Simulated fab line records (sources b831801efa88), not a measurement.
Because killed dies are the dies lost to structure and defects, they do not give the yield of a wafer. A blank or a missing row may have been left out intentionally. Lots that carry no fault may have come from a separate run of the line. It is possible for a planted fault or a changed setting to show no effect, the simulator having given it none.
What tool caused it? / flow gf180mcu / Sampling: 7 lots, 21 wafers, 3 of 602 route steps

WHAT THE GAUGES READ, wafer by wafer
GF_VT_IMPLANT_OVL_MEAS_29.
lot=L382; measured=day 7 03:44; on=overlay-02; VT_IMPLANT_02_OVL (nm)=0.9 2.1 1.7
lot=L386; measured=day 8 13:53; on=overlay-01; VT_IMPLANT_02_OVL (nm)=-1.8 0.2 -0.2
lot=L388; measured=day 8 14:43; on=overlay-01; VT_IMPLANT_02_OVL (nm)=0.7 -0.7 -0.9
lot=L393; measured=day 10 01:37; on=overlay-02; VT_IMPLANT_02_OVL (nm)=- - -
lot=L395; measured=day 10 21:48; on=overlay-01; VT_IMPLANT_02_OVL (nm)=- - -
lot=L400; measured=day 12 07:43; on=overlay-01; VT_IMPLANT_02_OVL (nm)=1.5 0.6 1.6
lot=L403; measured=day 12 23:55; on=overlay-01; VT_IMPLANT_02_OVL (nm)=-1.3 -1.8 -1.3

EACH LOT AND THE TOOL THAT RAN IT (in order: tool; ch and the chambers of the sampled wafers; start)
lot=L382; GF_MVPSD_STRIP_10=plasma-asher-03 ch 0,1, day 5 06:50; GF_VT_IMPLANT_DEVELOP_28=litho-track-02 ch 0, day 7 03:36
lot=L386; GF_MVPSD_STRIP_10=plasma-asher-02 ch 0,1, day 6 14:31; GF_VT_IMPLANT_DEVELOP_28=litho-track-02 ch 0, day 8 13:48
lot=L388; GF_MVPSD_STRIP_10=plasma-asher-03 ch 0,1, day 6 15:56; GF_VT_IMPLANT_DEVELOP_28=litho-track-03 ch 0, day 8 14:34
lot=L393; GF_MVPSD_STRIP_10=plasma-asher-02 ch 0,1, day 7 22:40; GF_VT_IMPLANT_DEVELOP_28=litho-track-03, day 10 01:29
lot=L395; GF_MVPSD_STRIP_10=plasma-asher-02 ch 0,1, day 8 15:58; GF_VT_IMPLANT_DEVELOP_28=litho-track-01, day 10 21:39
lot=L400; GF_MVPSD_STRIP_10=plasma-asher-01 ch 0,1, day 10 00:40; GF_VT_IMPLANT_DEVELOP_28=litho-track-03 ch 0, day 12 07:35
lot=L403; GF_MVPSD_STRIP_10=plasma-asher-02 ch 0,1, day 10 14:25; GF_VT_IMPLANT_DEVELOP_28=litho-track-02 ch 0, day 12 23:46
- GF_MVPSD_STRIP_10: strips in O2/N2.
- GF_VT_IMPLANT_DEVELOP_28: develop time 60 s.

THE ANSWER, worked out from the rows above alone
Rule: the lots themselves supply what counts as usual. The widest of any qualifying gaps counts: lots, ordered by their means at a reading, are off when they make up no more than a third of the lots, leave a main group of 4 or more, and stand apart from it by 3 or more times the standard deviation of that group's means. Not used: any main group whose means are identical at the precision the tables above print for the reading. A lot without any number at a reading at which 4 lots or more have one is off too. The other lots that the step has rows for count as sound.
Off: L393, L395, seen at GF_VT_IMPLANT_OVL_MEAS_29 (VT_IMPLANT_02_OVL). Without a number there: L393, L395. For the main group the mean is 0.1 nm and the standard deviation 1.1.
If a tool, at a process step before that reading, ran all the lots that are off and no sound lot after the first of them, it fits. Gauges at GF_VT_IMPLANT_OVL_MEAS_29: tried the same way as those tools. Of those tried, none fits.

WHAT WAS PUT IN BY THE SIMULATOR
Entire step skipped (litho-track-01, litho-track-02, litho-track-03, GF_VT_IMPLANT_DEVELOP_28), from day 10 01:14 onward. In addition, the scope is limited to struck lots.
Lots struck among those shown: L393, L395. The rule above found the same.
